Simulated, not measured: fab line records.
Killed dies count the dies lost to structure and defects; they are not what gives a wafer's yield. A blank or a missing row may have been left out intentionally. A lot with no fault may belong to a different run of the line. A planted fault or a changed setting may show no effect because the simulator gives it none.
8D (eight disciplines) problem report, filled in by code / flow sky130 / the parts of the form that need people (team, actions taken, sign-off) are left out

1. THE PROBLEM
At SKY_POLY_GATE_DEVELOP_12, developer temp C averages 18.79 C over 6 wafers from 2 lots, while fault-free wafers read 20.98 C, standard deviation 0.1. Measured from the usual mean, that is -22 standard deviations.
The step: develop time 60 s.
The first sign was on wafer L467.3 at day 21 01:00, on litho track-01. At this step, 39 wafers from 13 lots have a number in the record. Rule for "out", or "out of limits": more than 4 standard deviations from the usual mean. The other wafers with a number count as sound.

2. WHAT IT IS, AND WHAT IT ISN'T
question=which readings at this step | is=developer temp C | is not=-
question=which lots | is=L467, L468 | is not=L454, L456, L457, L458, L461, L462, L466, L470, L475, L476, L477
question=which wafers of those lots | is=all that have a number | is not=-
question=read on which tools | is=litho track-01 | is not=litho track-03, litho track-04
question=when | is=from day 21 01:00 | is not=up to then (21 sound wafers); but 12 sound wafers of L470, L475, L476, L477 came after

3. THE SUSPECTS, EACH WITH WHAT RULES IT OUT
Counting: a tool at any process step up to the reading remains a suspect when it ran all the lots that are out and ran no sound lot after the first of those.
- litho track-01 at SKY_POLY_GATE_DEVELOP_12 (develop time 60 s): kept. It processed each lot that is out, first L467 at day 21 01:00, and no sound lot thereafter; up to then, the last sound lot it processed was L466 at day 20 18:00. On those wafers its own readings are out: developer temp C.
After counting, what remains is litho track-01 at SKY_POLY_GATE_DEVELOP_12.

4. THE CAUSE (what the simulator had put in)
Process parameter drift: litho track-01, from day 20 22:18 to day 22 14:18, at SKY_POLY_GATE_DEVELOP_12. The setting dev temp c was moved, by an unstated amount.
The count eliminated every tool but this one.

5. SEQUENCE OF EFFECTS, ordered by route
Rows list readings where the struck wafers' mean (over those with a number) sits beyond 3 standard deviations from the usual. Readings are gone through only where the record gives a usual standard deviation; hours: the median, over the lots, of the time from a lot's start at the first step in this table giving one to that lot's start at this step; sigmas: the change measured in usual standard deviations.
hours=0; step=SKY_POLY_GATE_DEVELOP_12; reading=developer temp C; usual=20.98 C; on struck wafers=18.79; change=-2.19; sigmas=-22
Its process steps:
- SKY_POLY_GATE_DEVELOP_12: develop time 60 s.

6. HOW IT WOULD HAVE BEEN CAUGHT EARLIER
In this record the first reading out of limits was taken at day 21 01:00, 3 hours after the fault began at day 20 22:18.
